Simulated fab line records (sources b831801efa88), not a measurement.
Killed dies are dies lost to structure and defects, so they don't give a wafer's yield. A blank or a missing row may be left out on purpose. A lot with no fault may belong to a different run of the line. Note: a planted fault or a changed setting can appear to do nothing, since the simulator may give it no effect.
Chamber matching :: flow sfq_line :: rie_diel-02 running SFQ_TRILAYER_I0_VIA_BARC_OPEN_VIA_ETCH_046: 4 sister chambers
The step etches BARC in O2, target depth 125 nm, time 41.7 s. 8 wafers are shown with their chamber, then 8 later ones without.

WAFERS, EACH WITH ITS CHAMBER
wafer: L680.2
chamber: 3
drypump_motor_current_A (A): 5.9
oes_product_au (a.u.): 0.684

wafer: L682.4
chamber: 3
drypump_motor_current_A (A): 5.8
oes_product_au (a.u.): 0.684

wafer: L684.3
chamber: 0
drypump_motor_current_A (A): 5.5
oes_product_au (a.u.): 0.688

wafer: L688.5
chamber: 1
drypump_motor_current_A (A): 6.1
oes_product_au (a.u.): 0.675

wafer: L693.1
chamber: 2
drypump_motor_current_A (A): 5.8
oes_product_au (a.u.): 0.691

wafer: L693.2
chamber: 1
drypump_motor_current_A (A): 6.1
oes_product_au (a.u.): 0.688

wafer: L693.5
chamber: 2
drypump_motor_current_A (A): 5.8
oes_product_au (a.u.): 0.675

wafer: L694.2
chamber: 0
drypump_motor_current_A (A): 5.6
oes_product_au (a.u.): 0.684

WAFERS WITH NO CHAMBER GIVEN
wafer: L694.4
drypump_motor_current_A (A): 5.8
oes_product_au (a.u.): 0.681

wafer: L694.5
drypump_motor_current_A (A): 5.8
oes_product_au (a.u.): 0.690

wafer: L698.2
drypump_motor_current_A (A): 6.1
oes_product_au (a.u.): 0.682

wafer: L698.3
drypump_motor_current_A (A): 5.9
oes_product_au (a.u.): 0.690

wafer: L698.4
drypump_motor_current_A (A): 5.9
oes_product_au (a.u.): 0.687

wafer: L699.2
drypump_motor_current_A (A): 6.1
oes_product_au (a.u.): 0.687

wafer: L699.3
drypump_motor_current_A (A): 5.9
oes_product_au (a.u.): 0.691

wafer: L699.5
drypump_motor_current_A (A): 5.9
oes_product_au (a.u.): 0.691

WHICH CHAMBER EACH ONE RAN IN
wafer: L694.4
from the rows above: can't be placed: 2 or 3
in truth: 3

wafer: L694.5
from the rows above: can't be placed: 2 or 3
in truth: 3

wafer: L698.2
from the rows above: 1
in truth: 1

wafer: L698.3
from the rows above: can't be placed: 3 or 2
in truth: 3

wafer: L698.4
from the rows above: can't be placed: 3 or 2
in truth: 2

wafer: L699.2
from the rows above: 1
in truth: 1

wafer: L699.3
from the rows above: can't be placed: 3 or 2
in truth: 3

wafer: L699.5
from the rows above: can't be placed: 3 or 2
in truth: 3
Placed correctly: 2 of 8. Cannot be placed on the basis of these rows: 6; the candidates contain the true chamber in 6. Number placed wrongly: 0.
How it was worked out, from the rows above alone: a wafer's distance from a chamber is the root of the sum, over the readings, of the square of ((its reading less the chamber's mean) divided by the reading's scatter). The wafer belongs to the nearest chamber; if the next one is less than 2 further off, it can't be placed. The mean given for a chamber averages the wafers shown for that chamber. The scatter is the square root of a quotient: the sum, over the shown wafers, of each reading's squared deviation from its chamber's mean, divided by wafers minus chambers.
